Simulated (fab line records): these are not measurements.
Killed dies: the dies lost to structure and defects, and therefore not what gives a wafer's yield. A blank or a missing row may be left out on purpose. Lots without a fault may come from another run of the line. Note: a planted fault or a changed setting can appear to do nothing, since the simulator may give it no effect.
fab line records ; flow sky130
record lots=6; wafers=18; last_day=50
route steps=708 shown LDD_HVN@275 LDD_HVP@278 LDD_LDN@289
lots that met no fault: from a run of the same line without faults
start_h: start of the lot's first displayed wafer, in hours after the record's first day ; wait_h: hours from the lot's prior step to this one ; " as in the row above ; L1.1+2: several wafers, shown together as one row ; - no value, or no start was given ; * or withheld: withheld ; < > ~ a bound
route shown NAME@n: names a module that has steps shown in the file, with the first one's number in the route ; usual: average and standard deviation across the fault-free wafers ; same: alike in all rows ; chamber/n: place in a boat ; sites: readings site by site ; _std_site: standard deviation across them ; _edge_site: the outer-site mean with the inner-site mean subtracted ; radius_mm: for every site, how far away it sits from the centre of the wafer ; mask NAME#n: copy n ; behind: the most recent tool/chamber to have shaped the wafer ; hold: why the lot was held/for how many hours/how that ended ; device: the n, p or np transistor that did not switch ; end of line: tests of these same wafers at the route's end ; step lacking rows: just its recipe ; killed: dies that structure and defects cost at the first sort, which is not the same as the wafer's yield ; map: per-die view of a wafer (x killed, . not killed, _ where there is no die)
set.NAME: the setting as run; set.NAME@STEP: as run at that earlier step ; model.NAME: the simulator's own value behind a step, which no gauge read
lots seen at some steps along the route; tables by step, rows by wafer
services: a tool's chamber out of use, with start hour (start_h, from the record's first day; less than 0 if before it), hours out, and reason
## steps
# step SKY_LDD_HVN_IMPLANT_08
# recipe species=P; energy_kev=60; dose_cm2=3e+13; tilt_deg=40
# step SKY_LDD_HVN_STRIP_09
# recipe chemistry=O2/N2; power_w=1400; pressure_mtorr=1500; platen_temp_c=withheld; o2_flow_sccm=3000; n2_flow_sccm=300; overash_fraction=0.5
# usual chamber_pressure_mTorr=1499.9/1.4; drypump_motor_current_A=5.9/0.47; n2_flow_sccm=299.9/0.89; oes_product_au=0.409/0.0041; strip_time_to_endpoint_s=4.134/0.012
lot.wafer;tool;chamber;start_h;wait_h;chamber_pressure_mTorr;drypump_motor_current_A;n2_flow_sccm;oes_product_au;rf_hours_counter_h;strip_time_to_endpoint_s
L585.1;plasma_asher-01;0;543.05;0.1;1501.5;5.4;299.3;0.411;83;4.117
L585.3;plasma_asher-01;0;543.05;0.1;1499.0;5.4;299.5;0.412;-;4.136
L585.4;plasma_asher-01;1;543.05;0.1;1502.2;5.9;299.6;0.409;-;4.138
L588.2;plasma_asher-04;0;568.90;0.1;1499.1;6.3;301.1;0.407;14;4.129
L588.4;plasma_asher-04;1;568.90;0.1;1500.2;5.1;299.6;0.401;-;4.144
L588.6;plasma_asher-04;1;568.90;0.1;1500.1;5.1;300.2;0.408;-;4.120
L589.2;plasma_asher-04;1;576.69;0.1;1499.6;5.1;301.2;0.409;15;4.135
L589.3;plasma_asher-04;0;576.69;0.1;1499.5;6.3;299.1;0.414;-;4.131
L589.5;plasma_asher-04;1;576.69;0.1;1499.1;5.1;301.4;0.411;-;4.134
L590.2;plasma_asher-02;1;630.46;0.1;1501.9;6.3;299.3;0.414;81;4.122
L590.4;plasma_asher-02;0;630.46;0.1;1498.5;6.4;299.7;0.414;-;4.147
L590.6;plasma_asher-02;1;630.46;0.1;1501.2;6.3;299.9;0.405;-;4.147
L598.2;plasma_asher-04;0;656.10;0.1;1500.1;6.3;301.5;0.412;22;4.136
L598.3;plasma_asher-04;0;656.10;0.1;1498.7;6.3;300.2;0.403;-;4.136
L598.5;plasma_asher-04;1;656.10;0.1;1500.7;5.1;300.5;0.408;-;4.134
L599.1;plasma_asher-01;1;677.01;0.1;1499.2;5.9;300.5;0.415;96;4.138
L599.4;plasma_asher-01;0;677.01;0.1;1500.1;5.4;300.7;0.415;-;4.125
L599.5;plasma_asher-01;1;677.01;0.1;1500.7;5.9;301.0;0.408;-;4.150
# step SKY_LDD_HVN_TW_MEAS_10
# usual LDD_HVN_TW=1436/8.5
lot.wafer;tool;chamber;start_h;wait_h;LDD_HVN_TW
L585.1;film_metro-03;-;543.15;0.1;1433
L585.3;film_metro-03;-;543.15;0.1;1436
L585.4;film_metro-03;-;543.15;0.1;1432
L588.2;film_metro-02;-;569.01;0.1;1443
L588.4;film_metro-02;-;569.01;0.1;1446
L588.6;film_metro-02;-;569.01;0.1;1447
L589.2;film_metro-03;-;576.80;0.1;1432
L589.3;film_metro-03;-;576.80;0.1;1432
L589.5;film_metro-03;-;576.80;0.1;1426
L590.2;film_metro-02;-;630.57;0.1;1444
L590.4;film_metro-02;-;630.57;0.1;1441
L590.6;film_metro-02;-;630.57;0.1;1439
L598.2;film_metro-02;-;656.21;0.1;1434
L598.3;film_metro-02;-;656.21;0.1;1439
L598.5;film_metro-02;-;656.21;0.1;1440
L599.1;film_metro-03;-;677.11;0.1;1428
L599.4;film_metro-03;-;677.11;0.1;1424
L599.5;film_metro-03;-;677.11;0.1;1426
# step SKY_LDD_HVP_DEHYDRATE_00
# recipe temp_c=200; time_s=60
# step SKY_LDD_HVP_HMDS_01
# recipe prime_time_s=60; prime_temp_c=120
# step SKY_LDD_HVP_COAT_02
# recipe resist=NOVOLAK; spin_rpm=3000; resist_thk_nm=300
# step SKY_LDD_HVP_SOFTBAKE_03
# recipe temp_c=90; time_s=60; resist=NOVOLAK
# step SKY_LDD_HVP_EXPOSE_04
# recipe mask_id=HVPTM; na=0.6; source_shape=conventional; sigma_outer=0.6; polarization=unpolarized; target_cd_nm=700; dose_mj=86
# step SKY_LDD_HVP_PEB_05
# recipe temp_c=withheld; time_s=*; resist=NOVOLAK
# step SKY_LDD_HVP_DEVELOP_06
# recipe resist=NOVOLAK; developer=TMAH; develop_time_s=60; dev_temp_c=23
# step SKY_LDD_HVP_OVL_MEAS_07
# usual LDD_HVP_OVL=-0.9/1.4
lot.wafer;tool;chamber;start_h;wait_h;LDD_HVP_OVL[nm]
L585.1;overlay-02;-;573.70;0.1;-3.1
L585.3;overlay-02;-;573.70;0.1;-4.0
L585.4;overlay-02;-;573.70;0.1;-1.3
L588.2;overlay-01;-;598.73;0.1;1.2
L588.4;overlay-01;-;598.73;0.1;-0.1
L588.6;overlay-01;-;598.73;0.1;1.2
L589.2;overlay-01;-;606.38;0.1;-1.1
L589.3;overlay-01;-;606.38;0.1;-0.5
L589.5;overlay-01;-;606.38;0.1;0.3
L590.2;overlay-01;-;659.26;0.1;-0.3
L590.4;overlay-01;-;659.26;0.1;-0.8
L590.6;overlay-01;-;659.26;0.1;-1.1
L598.2;overlay-02;-;685.03;0.1;-3.7
L598.3;overlay-02;-;685.03;0.1;-4.0
L598.5;overlay-02;-;685.03;0.1;-1.8
L599.1;overlay-01;-;704.62;0.1;-1.5
L599.4;overlay-01;-;704.62;0.1;-1.5
L599.5;overlay-01;-;704.62;0.1;-1.7
# step SKY_LDD_HVP_IMPLANT_08
# recipe species=B; energy_kev=20; dose_cm2=1.7e+13; tilt_deg=17.9
# step SKY_LDD_HVP_STRIP_09
# recipe chemistry=O2/N2; power_w=1400; pressure_mtorr=1500; platen_temp_c=withheld; o2_flow_sccm=3000; n2_flow_sccm=300; overash_fraction=0.5
# usual chamber_pressure_mTorr=1500.0/1.3; drypump_motor_current_A=5.6/0.43; n2_flow_sccm=300.0/0.86; oes_product_au=0.409/0.0047; strip_time_to_endpoint_s=4.134/0.015
lot.wafer;tool;chamber;start_h;wait_h;chamber_pressure_mTorr;drypump_motor_current_A;n2_flow_sccm;oes_product_au;rf_hours_counter_h;strip_time_to_endpoint_s;model.NOVOLAK_of_LDD_HVP_COAT_02.thk_nm
L585.1;plasma_asher-01;0;573.89;0.1;1499.2;5.4;299.0;0.407;86;4.136;0
L585.3;plasma_asher-01;1;573.89;0.1;1501.3;5.9;300.6;0.415;-;4.143;0
L585.4;plasma_asher-01;0;573.89;0.1;1500.6;5.4;298.7;0.407;-;4.142;0
L588.2;plasma_asher-04;1;598.91;0.1;-;-;-;-;-;-;301.7
L588.4;plasma_asher-04;1;598.91;0.1;-;-;-;-;-;-;300.6
L588.6;plasma_asher-04;1;598.91;0.1;-;-;-;-;-;-;301.5
L589.2;plasma_asher-04;0;606.56;0.1;-;-;-;-;-;-;299.7
L589.3;plasma_asher-04;1;606.56;0.1;-;-;-;-;-;-;301.6
L589.5;plasma_asher-04;0;606.56;0.1;-;-;-;-;-;-;301.9
L590.2;plasma_asher-01;0;659.44;0.1;1499.5;5.4;300.1;0.411;95;4.137;0
L590.4;plasma_asher-01;0;659.44;0.1;1502.0;5.4;301.0;0.408;-;4.133;0
L590.6;plasma_asher-01;1;659.44;0.1;1499.0;5.8;299.5;0.398;-;4.129;0
L598.2;plasma_asher-03;0;685.21;0.1;1500.8;5.8;301.0;0.397;52;4.141;0
L598.3;plasma_asher-03;1;685.21;0.1;1499.5;5.3;300.4;0.406;-;4.129;0
L598.5;plasma_asher-03;0;685.21;0.1;1498.7;5.7;302.7;0.407;-;4.144;0
L599.1;plasma_asher-04;0;704.81;0.1;1500.6;6.3;300.6;0.409;27;4.139;0
L599.4;plasma_asher-04;0;704.81;0.1;1500.2;6.3;299.8;0.405;-;4.133;0
L599.5;plasma_asher-04;1;704.81;0.1;1499.4;5.0;301.9;0.416;-;4.120;0
# step SKY_LDD_HVP_TW_MEAS_10
# usual LDD_HVP_TW=456/3.1
lot.wafer;tool;chamber;start_h;wait_h;LDD_HVP_TW
L585.1;film_metro-04;-;573.99;0.1;456
L585.3;film_metro-04;-;573.99;0.1;459
L585.4;film_metro-04;-;573.99;0.1;459
L588.2;film_metro-02;-;599.02;0.1;456
L588.4;film_metro-02;-;599.02;0.1;458
L588.6;film_metro-02;-;599.02;0.1;457
L589.2;film_metro-01;-;606.67;0.1;449
L589.3;film_metro-01;-;606.67;0.1;453
L589.5;film_metro-01;-;606.67;0.1;448
L590.2;film_metro-02;-;659.55;0.1;454
L590.4;film_metro-02;-;659.55;0.1;458
L590.6;film_metro-02;-;659.55;0.1;459
L598.2;film_metro-01;-;685.32;0.1;448
L598.3;film_metro-01;-;685.32;0.1;451
L598.5;film_metro-01;-;685.32;0.1;451
L599.1;film_metro-04;-;704.91;0.1;461
L599.4;film_metro-04;-;704.91;0.1;457
L599.5;film_metro-04;-;704.91;0.1;458
# step SKY_LDD_LDN_DEHYDRATE_00
# recipe temp_c=200; time_s=60
# step SKY_LDD_LDN_HMDS_01
# recipe prime_time_s=60; prime_temp_c=120
# step SKY_LDD_LDN_COAT_02
# recipe resist=NOVOLAK; spin_rpm=3000; resist_thk_nm=1140
# step SKY_LDD_LDN_SOFTBAKE_03
# recipe temp_c=90; time_s=60; resist=NOVOLAK
# step SKY_LDD_LDN_EXPOSE_04
# recipe mask_id=LDNTM; na=0.6; source_shape=conventional; sigma_outer=0.6; polarization=unpolarized; target_cd_nm=700; dose_mj=140
# step SKY_LDD_LDN_PEB_05
# recipe temp_c=withheld; time_s=*; resist=NOVOLAK
# step SKY_LDD_LDN_DEVELOP_06
# recipe resist=NOVOLAK; developer=TMAH; develop_time_s=60; dev_temp_c=23
# step SKY_LDD_LDN_OVL_MEAS_07
# usual LDD_LDN_OVL=0.9/1.5
lot.wafer;tool;chamber;start_h;wait_h;LDD_LDN_OVL[nm]
L585.1;overlay-02;-;602.97;0.1;-2.1
L585.3;overlay-02;-;602.97;0.1;-2.7
L585.4;overlay-02;-;602.97;0.1;-2.1
L588.2;overlay-02;-;628.47;0.1;2.3
L588.4;overlay-02;-;628.47;0.1;3.9
L588.6;overlay-02;-;628.47;0.1;2.4
L589.2;overlay-01;-;635.62;0.1;1.5
L589.3;overlay-01;-;635.62;0.1;1.1
L589.5;overlay-01;-;635.62;0.1;0.6
L590.2;overlay-01;-;688.96;0.1;1.3
L590.4;overlay-01;-;688.96;0.1;0.7
L590.6;overlay-01;-;688.96;0.1;-0.6
L598.2;overlay-01;-;713.33;0.1;2.1
L598.3;overlay-01;-;713.33;0.1;2.8
L598.5;overlay-01;-;713.33;0.1;3.1
L599.1;overlay-01;-;732.35;0.1;0.8
L599.4;overlay-01;-;732.35;0.1;0.2
L599.5;overlay-01;-;732.35;0.1;0.7
# step SKY_LDD_LDN_IMPLANT_08
# recipe species=As; energy_kev=15; dose_cm2=1.25e+13; tilt_deg=withheld; rotation_deg=23
# step SKY_LDD_LDN_IMPLANT_09
# recipe species=As; energy_kev=15; dose_cm2=1.25e+13; tilt_deg=withheld; rotation_deg=113
# step SKY_LDD_LDN_IMPLANT_10
# recipe species=As; energy_kev=15; dose_cm2=1.25e+13; tilt_deg=withheld; rotation_deg=203
# step SKY_LDD_LDN_IMPLANT_11
# recipe species=As; energy_kev=15; dose_cm2=1.25e+13; tilt_deg=withheld; rotation_deg=293
# step SKY_LDD_LDN_STRIP_12
# recipe chemistry=O2/N2; power_w=1400; pressure_mtorr=1500; platen_temp_c=withheld; o2_flow_sccm=3000; n2_flow_sccm=300; overash_fraction=0.5
# usual chamber_pressure_mTorr=1500.0/1.4; drypump_motor_current_A=5.8/0.51; n2_flow_sccm=300.0/0.84; oes_product_au=0.716/0.0042; strip_time_to_endpoint_s=14.20/0.036
lot.wafer;tool;chamber;start_h;wait_h;chamber_pressure_mTorr;drypump_motor_current_A;n2_flow_sccm;oes_product_au;rf_hours_counter_h;strip_time_to_endpoint_s
L585.1;plasma_asher-02;1;603.61;0.1;1500.7;6.3;300.0;0.716;79;14.21
L585.3;plasma_asher-02;1;603.61;0.1;1499.3;6.3;299.5;0.711;-;14.17
L585.4;plasma_asher-02;0;603.61;0.1;1501.0;6.4;300.6;0.719;-;14.20
L588.2;plasma_asher-04;0;629.10;0.1;1500.0;6.3;300.5;0.717;20;18.75
L588.4;plasma_asher-04;1;629.10;0.1;1499.1;5.1;299.7;0.714;-;18.75
L588.6;plasma_asher-04;1;629.10;0.1;1501.4;5.1;301.0;0.718;-;18.78
L589.2;plasma_asher-02;0;636.25;0.1;1498.1;6.4;299.9;0.708;82;18.76
L589.3;plasma_asher-02;0;636.25;0.1;1500.4;6.4;300.0;0.716;-;18.79
L589.5;plasma_asher-02;1;636.25;0.1;1502.3;6.3;299.8;0.720;-;18.78
L590.2;plasma_asher-02;0;689.59;0.1;1501.4;6.4;300.8;0.716;87;14.26
L590.4;plasma_asher-02;0;689.59;0.1;1499.8;6.4;299.4;0.711;-;14.21
L590.6;plasma_asher-02;0;689.59;0.1;1499.5;6.4;300.6;0.713;-;14.22
L598.2;plasma_asher-04;1;713.96;0.1;1499.8;5.0;300.9;0.713;28;14.21
L598.3;plasma_asher-04;0;713.96;0.1;1501.5;6.3;299.1;0.714;-;14.19
L598.5;plasma_asher-04;0;713.96;0.1;1499.1;6.3;299.3;0.713;-;14.18
L599.1;plasma_asher-03;0;732.99;0.1;1502.2;5.8;301.9;0.716;58;14.18
L599.4;plasma_asher-03;1;732.99;0.1;1499.4;5.3;301.6;0.723;-;14.20
L599.5;plasma_asher-03;1;732.99;0.1;1500.2;5.3;300.1;0.712;-;14.13
# step SKY_LDD_LDN_TW_MEAS_13
# usual LDD_LDN_TW=1475/9.1
lot.wafer;tool;chamber;start_h;wait_h;LDD_LDN_TW
L585.1;film_metro-04;-;603.71;0.1;1489
L585.3;film_metro-04;-;603.71;0.1;1488
L585.4;film_metro-04;-;603.71;0.1;1490
L588.2;film_metro-04;-;629.21;0.1;30
L588.4;film_metro-04;-;629.21;0.1;30
L588.6;film_metro-04;-;629.21;0.1;30
L589.2;film_metro-03;-;636.36;0.1;30
L589.3;film_metro-03;-;636.36;0.1;30
L589.5;film_metro-03;-;636.36;0.1;30
L590.2;film_metro-03;-;689.70;0.1;1466
L590.4;film_metro-03;-;689.70;0.1;1473
L590.6;film_metro-03;-;689.70;0.1;1467
L598.2;film_metro-03;-;714.07;0.1;1479
L598.3;film_metro-03;-;714.07;0.1;1472
L598.5;film_metro-03;-;714.07;0.1;1474
L599.1;film_metro-03;-;733.09;0.1;1469
L599.4;film_metro-03;-;733.09;0.1;1468
L599.5;film_metro-03;-;733.09;0.1;1470
# step SKY_LDD_LDN_CLEAN_14
# recipe chemistry=SC1/SC2; mix=1:4:20; temp_c=70; time_s=150; dry=n2_spin
## services
tool;chamber;start_h;hours;kind
plasma_asher-02;-;554.88;2.8;pm
plasma_asher-03;-;593.80;0.9;repair
plasma_asher-02;-;619.53;0.8;repair
plasma_asher-04;-;630.83;3.0;repair
plasma_asher-04;-;634.47;2.8;pm
## key
first_sign step=SKY_LDD_HVP_STRIP_09; reading=tool_record; direction=missing
effect step=SKY_LDD_LDN_STRIP_12; reading=strip_time_to_endpoint_s; direction=up; sigmas=99+; usual=*; struck=*
effect step=SKY_LDD_LDN_TW_MEAS_13; reading=LDD_LDN_TW; direction=down; sigmas=99+; usual=1475; struck=30
model_effect step=SKY_LDD_HVP_STRIP_09; value=NOVOLAK_of_LDD_HVP_COAT_02.thk_nm; without=0; struck=301.2
met_at SKY_LDD_HVP_STRIP_09
struck_wafers L588.2,L588.4,L588.6,L589.2,L589.3,L589.5
sort_left_out L588.2,L588.4,L588.6,L589.2,L589.3,L589.5
tester_left_out L588,L589
fault kind=skipped_step_whole; tool=plasma_asher-04; chamber=-; onset_h=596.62; steps=SKY_LDD_HVP_STRIP_09; scope=struck_lots_only
# tester_left_out: of these lots the tester's yield and bins aren't shown, on N5 and GAA mostly nor the transistor test; their killed dies are dies lost to structure and defects alone, not to doping, threshold or leakage, so they don't give the yield
# sort_left_out: the simulated sort isn't trusted on such a fault, so these wafers' sort isn't shown, and their yield isn't known
